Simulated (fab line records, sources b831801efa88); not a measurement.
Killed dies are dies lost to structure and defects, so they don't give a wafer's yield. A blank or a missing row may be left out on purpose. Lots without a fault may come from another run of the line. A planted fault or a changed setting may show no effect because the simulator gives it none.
A struck lot beside a sound one | flow gf180mcu | 27 steps out of a route of 602
Sound: wafers L729.3, L729.4, L729.5. Struck: wafers L740.3, L740.4, L740.6. The cause comes at the end.
At each step with rows: each side's tool, then ch and its chambers, then its first start. Under that, the readings that differ: sound wafers | struck wafers | difference of the means | sigmas: that difference in standard deviations of wafers without a fault.
alike: readings whose means differ by less than 2 such deviations, and words and numbers that are the same on both sides. not compared: withheld readings, readings that some wafer has no value for, bounds like >300 that may hide the same value, and numbers for which the record gives no deviation and whose values overlap.
The two part at a step that has a row with sigmas, a row that says differs or no value, or rows on one side only. Numbers that don't overlap but have no deviation are shown without sigmas and don't part them. A reading that every wafer of one side lacks parts them only if that side has two wafers or more.

first, 3 steps without rows for these wafers: GF_STI_WET_ETCH_27 (etches Si3N4 in H3PO4, target depth 160 nm, time 1825 s); GF_STI_WET_ETCH_28 (etches SiO2 in dHF, target depth 20 nm, time 40 s); GF_STI_OXIDATION_29 (stabilise 600 s, purge 300 s, target thk 10 nm).
GF_STI_THK_MEAS_30:
  sound on film_metro-01, day 4 05:01; struck on film_metro-01, day 6 16:36
  alike: STI_OXIDATION_02_THK
then, 8 steps without rows for these wafers: GF_DNWELL_DEHYDRATE_00 (time 60 s); GF_DNWELL_HMDS_01 (prime time 60 s); GF_DNWELL_COAT_02 (resist thk 3000 nm); GF_DNWELL_SOFTBAKE_03; GF_DNWELL_EXPOSE_04 (exposes mask DNWELL, target cd 1700 nm); GF_DNWELL_PEB_05; GF_DNWELL_DEVELOP_06 (develop time 60 s); GF_DNWELL_IMPLANT_07.
GF_DNWELL_STRIP_08: strips in O2/N2.
  sound on plasma_asher-01 ch 0,1, day 4 18:29; struck on plasma_asher-02 ch 0,1, day 7 08:20
  no value came back on the struck wafers for any of 6 readings (chamber_pressure_mTorr (mTorr), drypump_motor_current_A (A) and others); on the sound wafers chamber_pressure_mTorr (mTorr) reads 1501 1502 1498
  reading                                  | sound | struck         | difference | sigmas
  model.coat_of_DNWELL_COAT_02.thk_nm (nm) | 0 0 0 | 3004 2998 2998 | +3000      |
  not compared: rf_hours_counter_h
GF_DNWELL_TW_MEAS_09:
  sound on film_metro-01, day 4 18:34; struck on film_metro-01, day 7 08:25
  alike: DNWELL_TW
then, 7 steps without rows for these wafers: GF_NWELL_DEHYDRATE_00 (time 60 s); GF_NWELL_HMDS_01 (prime time 60 s); GF_NWELL_COAT_02 (resist thk 3000 nm); GF_NWELL_SOFTBAKE_03; GF_NWELL_EXPOSE_04 (exposes mask Nwell, target cd 860 nm); GF_NWELL_PEB_05; GF_NWELL_DEVELOP_06 (develop time 60 s).
GF_NWELL_OVL_MEAS_07:
  sound on overlay-02, day 5 08:43; struck on overlay-02, day 7 23:47
  alike: NWELL_OVL
then, 2 steps without rows for these wafers: GF_NWELL_IMPLANT_08; GF_NWELL_IMPLANT_09.
GF_NWELL_STRIP_10: strips in O2/N2.
  sound on plasma_asher-01 ch 0,1, day 5 09:04; struck on plasma_asher-04 ch 0,1, day 8 00:08
  reading                      | sound             | struck            | difference | sigmas
  oes_product_au (a.u.)        | 0.716 0.727 0.717 | 0.741 0.738 0.745 | +0.021     | +5
  strip_time_to_endpoint_s (s) | 36.89 36.95 37.00 | 81.33 81.20 81.11 | +44.27     | +99 or more
  alike: chamber_pressure_mTorr, drypump_motor_current_A, heater_power_w
  not compared: rf_hours_counter_h
GF_NWELL_TW_MEAS_11:
  sound on film_metro-02, day 5 09:09; struck on film_metro-02, day 8 00:13
  reading  | sound          | struck   | difference | sigmas
  NWELL_TW | 1606 1613 1611 | 31 31 31 | -1579      | -54
then, 1 step without rows for these wafers: GF_LVPWELL_DEHYDRATE_00 (time 60 s).

WHERE THEY PART
First at GF_DNWELL_STRIP_08; last, within this record, at GF_NWELL_TW_MEAS_11.

WHY: what the simulator had put in
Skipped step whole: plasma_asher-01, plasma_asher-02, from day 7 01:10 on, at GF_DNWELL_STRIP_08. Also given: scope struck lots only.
